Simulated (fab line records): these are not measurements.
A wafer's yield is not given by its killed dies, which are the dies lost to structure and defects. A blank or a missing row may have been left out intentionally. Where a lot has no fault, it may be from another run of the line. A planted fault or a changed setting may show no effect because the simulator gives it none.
fab line records | flow sky130
[record] lots = 4 | wafers = 12 | last-day = 49
route steps=708 shown SONOS_TUNNEL@160 SONOS_ONO@168 GATE_OXIDE@187 PAD_OPEN@708
lots with no fault: from the same line, run without faults
start-h: hours from the record's first day to the start of the lot's first wafer shown | wait-h: hours elapsed since this lot's preceding step | " the same as in the row above | L1.1+2: several wafers, shown together as one row | - no value present, or no start provided | * or withheld: withheld | < > ~ a bound
route shown NAME@n: NAME is a module with steps in the file, n the number in the route of the first one | usual: the fault-free wafers' mean and standard deviation | same: alike in all rows | chamber/n: place in a boat | sites: the reading at each site | _std_site: the values' standard deviation | _edge_site: the outer-site mean with the inner-site mean subtracted | radius-mm: how far each site lies from the wafer's centre | mask NAME#n: copy n | behind: tool/chamber where the wafer was last shaped | hold: the reason the lot was held/the length of the hold in hours/how it ended | device: names the non-switching transistor (n, p or np) | end of line: the tests these same wafers got at the end of their route | for a step that has no rows: nothing shown but its recipe | killed: count of dies lost to structure and defects at first sort (not the wafer's yield) | map: the dies of a wafer, with x for killed, . for not killed, _ for no die there
set.NAME: setting as actually run; set.NAME@STEP: the setting as run at that earlier step | model.NAME: the simulator's own value behind a step, which no gauge read
lots seen at some steps along the route; tables by step, rows by wafer
services: when a tool's chamber went out of use (start-h, in hours from the record's first day, below 0 if earlier), for how many hours, and the reason
[[steps]]
[step SKY_SONOS_TUNNEL_DEVELOP_06]
[recipe] resist = NOVOLAK | developer = TMAH | develop-time-s = 60 | dev-temp-c = 23
[step SKY_SONOS_TUNNEL_IMPLANT_09]
[recipe] species = B | energy-kev = 20 | dose-cm2 = 1e+12 | tilt-deg = withheld
[step SKY_SONOS_TUNNEL_WET_ETCH_10]
[recipe] chemistry = dHF | target-depth-nm = 14 | target = SiO2 | dilution = 100:1 | temp-c = 25 | time-s = 280
[step SKY_SONOS_TUNNEL_STRIP_11]
[recipe] chemistry = SPM | time-s = 600 | temp-c = 130
[step SKY_SONOS_TUNNEL_CLEAN_13]
[recipe] chemistry = dHF | time-s = 20 | dilution = 100:1 | dry = ipa-marangoni
[step SKY_SONOS_ONO_OXIDATION_00]
[recipe] temp-c = 800 | ambient = O2 | idle-temp-c = 700 | ramp-up-c-per-min = 10 | ramp-down-c-per-min = 3 | stabilise-s = 600 | purge-s = 300 | target-thk-a = 26 | ox-time-s = 1249
[step SKY_SONOS_ONO_CVD_02]
[recipe] material = Si3N4 | precursor = DCS/NH3 | target-thk-nm = 10.5 | temp-c = 770 | time-s = 180 | pressure-mtorr = 250
[step SKY_SONOS_ONO_CVD_04]
[recipe] material = SiO2 | precursor = SiH4/N2O | target-thk-nm = 5.7199 | temp-c = 900 | pressure-mtorr = 400
[usual] spike-tc-centre-C = 901.8/1 | zone-power-bottom-pct = 28.8/1.7 | zone-power-centre-pct = 16.69/0.17 | zone-power-lower-pct = 14.26/0.13 | zone-power-upper-pct = 16.6/1
lot.wafer | tool     | chamber | start-h | wait-h | spike-tc-centre-C | zone-power-bottom-pct | zone-power-centre-pct | zone-power-lower-pct | zone-power-upper-pct | model.SiO2_of_SONOS_ONO_CVD_04.thk-nm
L382.2    | lpcvd-03 | 1       | 282.77  | 0.0    | 921.9             | 30.4                  | 23.23                 | 11.22                | 12.4                 | 6.019
L382.4    | "        | 1       | "       | "      | 921.6             | 30.9                  | 23.15                 | 11.20                | 12.5                 | 6.162
L382.5    | "        | 1       | "       | "      | 923.9             | 30.8                  | 23.04                 | 11.30                | 12.2                 | 6.284
L383.2    | lpcvd-03 | 1       | 293.47  | 0.0    | 922.8             | 31.0                  | 23.47                 | 11.15                | 12.4                 | 6.269
L383.3    | "        | 1       | "       | "      | 923.1             | 31.0                  | 23.80                 | 11.27                | 12.4                 | 6.147
L383.5    | "        | 1       | "       | "      | 922.9             | 30.8                  | 22.96                 | 11.22                | 12.5                 | 5.931
L391.4    | lpcvd-03 | 0       | 356.07  | 0.0    | 901.2             | 26.7                  | 16.88                 | 14.25                | 17.9                 | 5.745
L391.5    | "        | 0       | "       | "      | 901.7             | 26.9                  | 16.81                 | 14.12                | 17.9                 | 5.727
L391.6    | "        | 0       | "       | "      | 901.7             | 26.9                  | 16.42                 | 14.22                | 17.8                 | 5.725
L394.1    | lpcvd-03 | 0       | 388.93  | 0.1    | 902.0             | 26.9                  | 16.68                 | 14.37                | 17.8                 | 5.795
L394.4    | "        | 0       | "       | "      | 902.1             | 26.2                  | 17.02                 | 14.51                | 17.8                 | 5.845
L394.6    | "        | 0       | "       | "      | 901.4             | 26.6                  | 16.46                 | 14.21                | 17.8                 | 5.738
[step SKY_SONOS_ONO_DEHYDRATE_06]
[recipe] temp-c = 200 | time-s = 60
[step SKY_SONOS_ONO_HMDS_07]
[recipe] prime-time-s = 60 | prime-temp-c = 120
[step SKY_SONOS_ONO_COAT_08]
[recipe] resist = NOVOLAK | spin-rpm = 3000 | resist-thk-nm = 1140
[step SKY_SONOS_ONO_SOFTBAKE_09]
[recipe] temp-c = 90 | time-s = 60 | resist = NOVOLAK
[step SKY_SONOS_ONO_EXPOSE_10]
[recipe] mask-id = ONOM | target-cd-nm = 410 | na = 0.6 | source-shape = conventional | sigma-outer = 0.6 | dose-mj = 150
[step SKY_SONOS_ONO_PEB_11]
[recipe] temp-c = withheld | time-s = * | resist = NOVOLAK
[step SKY_SONOS_ONO_DEVELOP_12]
[recipe] develop-time-s = 60 | dev-temp-c = 23
[step SKY_SONOS_ONO_ETCH_15]
[recipe] target-depth-nm = 19.52 | chemistry = CHF3/O2 | source-w = 600 | bias-w = 200 | pressure-mtorr = 40 | chf3-flow-sccm = 50 | O2_flow_sccm = 5 | time-s = 7.8
[step SKY_SONOS_ONO_WET_ETCH_16]
[recipe] chemistry = dHF | target-depth-nm = 14 | dry = n2-spin | target = SiO2 | dilution = 100:1 | temp-c = 25 | time-s = 280
[step SKY_SONOS_ONO_STRIP_17]
[recipe] chemistry = O2/N2 | power-w = 1400 | pressure-mtorr = 1500 | platen-temp-c = withheld | o2-flow-sccm = 3000 | n2-flow-sccm = 300 | overash-fraction = 0.5
[step SKY_SONOS_ONO_WET_ETCH_18]
[recipe] chemistry = H3PO4 | target-depth-nm = 15 | target = Si3N4 | temp-c = 160 | time-s = 172
[step SKY_GATE_OXIDE_CLEAN_00]
[recipe] chemistry = SC1/SC2 | mix = 1:4:20 | temp-c = 70 | time-s = 150 | dry = n2-spin
[step SKY_GATE_OXIDE_OXIDATION_01]
[recipe] temp-c = 900 | ambient = O2 | stabilise-s = 600 | purge-s = 300 | target-thk-a = 102.68 | ox-time-s = 1473
[step SKY_GATE_OXIDE_DEHYDRATE_03]
[recipe] temp-c = 200 | time-s = 60
[step SKY_GATE_OXIDE_HMDS_04]
[recipe] prime-time-s = 60 | prime-temp-c = 120
[step SKY_GATE_OXIDE_COAT_05]
[recipe] resist = NOVOLAK | spin-rpm = 3000 | resist-thk-nm = 1140
[step SKY_GATE_OXIDE_SOFTBAKE_06]
[recipe] temp-c = 90 | time-s = 60 | resist = NOVOLAK
[step SKY_GATE_OXIDE_EXPOSE_07]
[recipe] mask-id = LVOM | na = 0.6 | source-shape = conventional | sigma-outer = 0.6 | polarization = unpolarized | target-cd-nm = 600 | dose-mj = 170
[step SKY_GATE_OXIDE_PEB_08]
[recipe] temp-c = withheld | time-s = * | resist = NOVOLAK
[step SKY_GATE_OXIDE_DEVELOP_09]
[recipe] resist = NOVOLAK | developer = TMAH | develop-time-s = 60 | dev-temp-c = 23
[step SKY_GATE_OXIDE_IMPLANT_11]
[recipe] species = B | energy-kev = 10 | dose-cm2 = 2.6e+12 | tilt-deg = withheld
[step SKY_GATE_OXIDE_WET_ETCH_12]
[recipe] chemistry = dHF | target-depth-nm = 16.8 | dry = n2-spin | target = SiO2 | dilution = 100:1 | temp-c = 25 | time-s = 336
[step SKY_GATE_OXIDE_STRIP_13]
[recipe] chemistry = O2/N2 | power-w = 1400 | pressure-mtorr = 1500 | platen-temp-c = withheld | o2-flow-sccm = 3000 | n2-flow-sccm = 300 | overash-fraction = 0.5
[step SKY_GATE_OXIDE_CLEAN_15]
[recipe] chemistry = SC1/SC2 | mix = 1:4:20 | temp-c = 70 | time-s = 150 | dry = n2-spin
lot.wafer | tool         | chamber | start-h | wait-h | model.SiO2_of_SONOS_ONO_CVD_04.thk-nm
L382.2    | wet-bench-01 | 0       | 340.00  | 0.0    | 4.494
L382.4    | "            | 0       | "       | "      | 4.632
L382.5    | "            | 0       | "       | "      | 4.759
L383.2    | wet-bench-01 | 2       | 351.05  | 0.0    | 4.739
L383.3    | "            | 2       | "       | "      | 4.61
L383.5    | "            | 2       | "       | "      | 4.397
L391.4    | wet-bench-03 | 1       | 417.31  | 0.0    | 4.228
L391.5    | "            | 1       | "       | "      | 4.21
L391.6    | "            | 1       | "       | "      | 4.212
L394.1    | wet-bench-03 | 0       | 455.66  | 0.1    | 4.296
L394.4    | "            | 0       | "       | "      | 4.352
L394.6    | "            | 0       | "       | "      | 4.239
[step SKY_PAD_OPEN_PROBE_99]
[usual] killed_at_M0_to_M3 = 43/6.7 | killed_at_M4_up = 3.1/1.9 | killed-at-contacts = 25/5 | killed-at-front-end = 15/4 | killed-at-other = 0.4/0.69 | killed-dies = 87/9.2 | killed-open = 46/7.1 | killed-short = 40/6.8
[same] gross-dies = 492 | killed-at-back-side = 0
lot.wafer | tool      | chamber | start-h | wait-h | killed_at_M0_to_M3 | killed_at_M4_up | killed-at-contacts | killed-at-front-end | killed-at-other | killed-dies | killed-open | killed-short | model.etest.cap-ono.gate-log10-a-cm2 | model.etest.cap-ono.gate-bv-v | model.etest.cap-ono.tox-acc-nm | model.etest.sonos-programmed.vt-v | model.etest.sonos-erased.vt-v | model.etest.sonos-baked.vt-v | model.etest.sonos-baked.vt-less-v
L382.2    | prober-02 | -       | 1098.29 | 0.1    | 46                 | 2               | 37                 | 19                  | 0               | 104         | 63          | 41           | -8.178                               | 16.79                         | 13.06                          | 1.335                             | -2.204                        | 0.8957                       | -0.4388
L382.4    | prober-02 | -       | 1098.39 | 0.2    | 39                 | 6               | 22                 | 14                  | 0               | 81          | 53          | 27           | -8.519                               | 16.82                         | 13.34                          | 1.248                             | -2.107                        | 0.8237                       | -0.4238
L382.5    | prober-02 | -       | 1098.44 | 0.2    | 44                 | 1               | 18                 | 16                  | 0               | 79          | 31          | 48           | -8.601                               | 17.12                         | 13.44                          | 1.161                             | -1.99                         | 0.7011                       | -0.4596
L383.2    | prober-02 | -       | 1116.17 | 0.1    | 50                 | 2               | 13                 | 23                  | 0               | 88          | 48          | 40           | -8.739                               | 17.21                         | 13.48                          | 1.184                             | -2.002                        | 0.7049                       | -0.4795
L383.3    | prober-02 | -       | 1116.22 | 0.2    | 42                 | 0               | 23                 | 16                  | 1               | 82          | 43          | 39           | -8.59                                | 16.59                         | 13.34                          | 1.199                             | -2.087                        | 0.7569                       | -0.4423
L383.5    | prober-02 | -       | 1116.32 | 0.2    | 35                 | 3               | 14                 | 19                  | 1               | 72          | 36          | 36           | -8.254                               | 16.68                         | 13.12                          | 1.32                              | -2.217                        | 0.8576                       | -0.462
L391.4    | prober-01 | -       | 1156.09 | 0.2    | 46                 | 2               | 34                 | 12                  | 0               | 94          | 58          | 36           | -7.984                               | 16.33                         | 12.91                          | 1.43                              | -2.272                        | 0.8754                       | -0.5542
L391.5    | prober-01 | -       | 1156.14 | 0.2    | 59                 | 3               | 17                 | 13                  | 0               | 92          | 58          | 33           | -7.986                               | 16.5                          | 12.89                          | 1.435                             | -2.286                        | 1                            | -0.4341
L391.6    | prober-01 | -       | 1156.19 | 0.2    | 41                 | 4               | 20                 | 16                  | 0               | 81          | 36          | 44           | -7.878                               | 16.5                          | 12.95                          | 1.47                              | -2.29                         | 0.9476                       | -0.5227
L394.1    | prober-02 | -       | 1177.07 | 0.1    | 52                 | 3               | 25                 | 7                   | 1               | 88          | 39          | 49           | -8.224                               | 16.38                         | 13.13                          | 1.356                             | -2.213                        | 0.8586                       | -0.4977
L394.4    | prober-02 | -       | 1177.22 | 0.2    | 46                 | 2               | 27                 | 16                  | 0               | 91          | 54          | 37           | -8.312                               | 16.7                          | 13.18                          | 1.256                             | -2.163                        | 0.8467                       | -0.4096
L394.6    | prober-02 | -       | 1177.32 | 0.2    | 40                 | 0               | 16                 | 8                   | 1               | 65          | 31          | 34           | -8.106                               | 16.32                         | 13.08                          | 1.379                             | -2.245                        | 0.9414                       | -0.4372
// killed by level:class
L382.2 VIA1:geometric-particle:open=15 LI_CONTACT:geometric-particle:open=11 CONTACT:geometric-particle:open=10 LOCAL_INTERCONNECT:geometric-particle:short=8 VIA3:geometric-particle:open=7 VIA1:geometric-particle:short=6 VIA2:geometric-particle:open=6 FIELD_ISO:geometric-particle:open=5
L382.4 LI_CONTACT:geometric-particle:open=10 CONTACT:geometric-particle:open=9 VIA1:geometric-particle:open=8 VIA2:geometric-particle:open=6 POLY_GATE:geometric-particle:open=5 METAL2:geometric-particle:open=5 POLY_GATE:geometric-particle:short=4 METAL3:geometric-particle:open=4
L382.5 VIA1:geometric-particle:short=9 VIA1:geometric-particle:open=8 CONTACT:geometric-particle:short=6 METAL1:geometric-particle:short=6 FIELD_ISO:geometric-particle:open=5 METAL3:geometric-particle:short=5 VIA3:geometric-particle:open=5 CONTACT:geometric-particle:open=5
L383.2 VIA1:geometric-particle:short=12 VIA1:geometric-particle:open=10 FIELD_ISO:geometric-particle:open=8 METAL2:geometric-particle:short=7 VIA2:geometric-particle:open=6 FIELD_ISO:geometric-particle:short=5 LI_CONTACT:geometric-particle:open=5 CONTACT:geometric-particle:open=5
L383.3 CONTACT:geometric-particle:open=8 CONTACT:geometric-particle:short=6 VIA1:geometric-particle:short=6 VIA2:geometric-particle:open=6 POLY_GATE:geometric-particle:short=5 LI_CONTACT:geometric-particle:open=5 METAL1:geometric-particle:short=5 VIA3:geometric-particle:open=5
L383.5 CONTACT:geometric-particle:open=6 POLY_GATE:geometric-particle:open=5 VIA1:geometric-particle:open=5 VIA2:geometric-particle:open=5 METAL3:geometric-particle:short=5 FIELD_ISO:geometric-particle:open=4 LI_CONTACT:geometric-particle:open=4 VIA1:geometric-particle:short=4
L391.4 CONTACT:geometric-particle:open=16 VIA1:geometric-particle:open=13 VIA2:geometric-particle:open=7 LI_CONTACT:geometric-particle:open=6 CONTACT:geometric-particle:short=6 METAL2:geometric-particle:short=5 VIA3:geometric-particle:open=5 FIELD_ISO:geometric-particle:short=4
L391.5 VIA1:geometric-particle:open=14 VIA2:geometric-particle:open=10 VIA3:geometric-particle:open=9 METAL2:geometric-particle:short=6 LI_CONTACT:geometric-particle:open=6 CONTACT:geometric-particle:open=6 METAL1:geometric-particle:short=6 VIA1:geometric-particle:short=5
L391.6 VIA1:geometric-particle:short=7 VIA3:geometric-particle:open=6 LOCAL_INTERCONNECT:geometric-particle:short=6 CONTACT:geometric-particle:open=6 METAL1:geometric-particle:short=6 FIELD_ISO:geometric-particle:open=5 METAL2:geometric-particle:short=5 VIA2:geometric-particle:open=5
L394.1 VIA3:geometric-particle:open=10 METAL2:geometric-particle:short=9 CONTACT:geometric-particle:open=8 METAL1:geometric-particle:short=7 VIA1:geometric-particle:open=6 LI_CONTACT:geometric-particle:open=6 METAL3:geometric-particle:short=5 VIA1:geometric-particle:short=5
L394.4 CONTACT:geometric-particle:open=11 VIA2:geometric-particle:open=9 LI_CONTACT:geometric-particle:open=7 VIA1:geometric-particle:open=7 VIA3:geometric-particle:open=7 METAL1:geometric-particle:short=6 POLY_GATE:geometric-particle:open=5 CONTACT:geometric-particle:short=5
L394.6 VIA1:geometric-particle:open=9 VIA3:geometric-particle:open=7 VIA1:geometric-particle:short=6 METAL2:geometric-particle:short=5 LI_CONTACT:geometric-particle:short=4 VIA2:geometric-particle:open=4 POLY_GATE:geometric-particle:open=3 VIA2:geometric-particle:short=3
[[services]]
tool     | chamber | start-h | hours | kind
lpcvd-03 | -       | 273.83  | 6.0   | pm
lpcvd-03 | -       | 421.60  | 6.1   | pm
lpcvd-03 | -       | 428.96  | 14.6  | pm
[[key]]
[first-sign] step = SKY_SONOS_ONO_CVD_04 | reading = zone-power-centre-pct | direction = up | sigmas = 38 | usual = 16.69 | struck = 23.27
[effect] step = SKY_SONOS_ONO_CVD_04 | reading = zone-power-lower-pct | direction = down | sigmas = 23 | usual = 14.26 | struck = 11.23
[model-effect] step = SKY_SONOS_ONO_CVD_04 | value = SiO2_of_SONOS_ONO_CVD_04.thk-nm | without = 5.801 | struck = 6.136
[model-effect] step = SKY_GATE_OXIDE_CLEAN_15 | value = SiO2_of_SONOS_ONO_CVD_04.thk-nm | without = 4.271 | struck = 4.605
[model-effect] step = SKY_PAD_OPEN_PROBE_99 | value = etest.cap-ono.gate-log10-a-cm2 | without = -8.049 | struck = -8.48
met-at SKY_SONOS_ONO_CVD_04
struck-wafers L382.2,L382.4,L382.5,L383.2,L383.3,L383.5
tester-left-out L382,L383
[fault] kind = process-parameter-drift | tool = lpcvd-03 | chamber = 1 | onset-h = 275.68 | steps = SKY_SONOS_ONO_CVD_04 | channel = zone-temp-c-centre | offset = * | shape = step | end-h = 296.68
// tester-left-out: of these lots the tester's yield and bins aren't shown, on N5 and GAA mostly nor the transistor test; their killed dies are dies lost to structure and defects alone, not to doping, threshold or leakage, so they don't give the yield
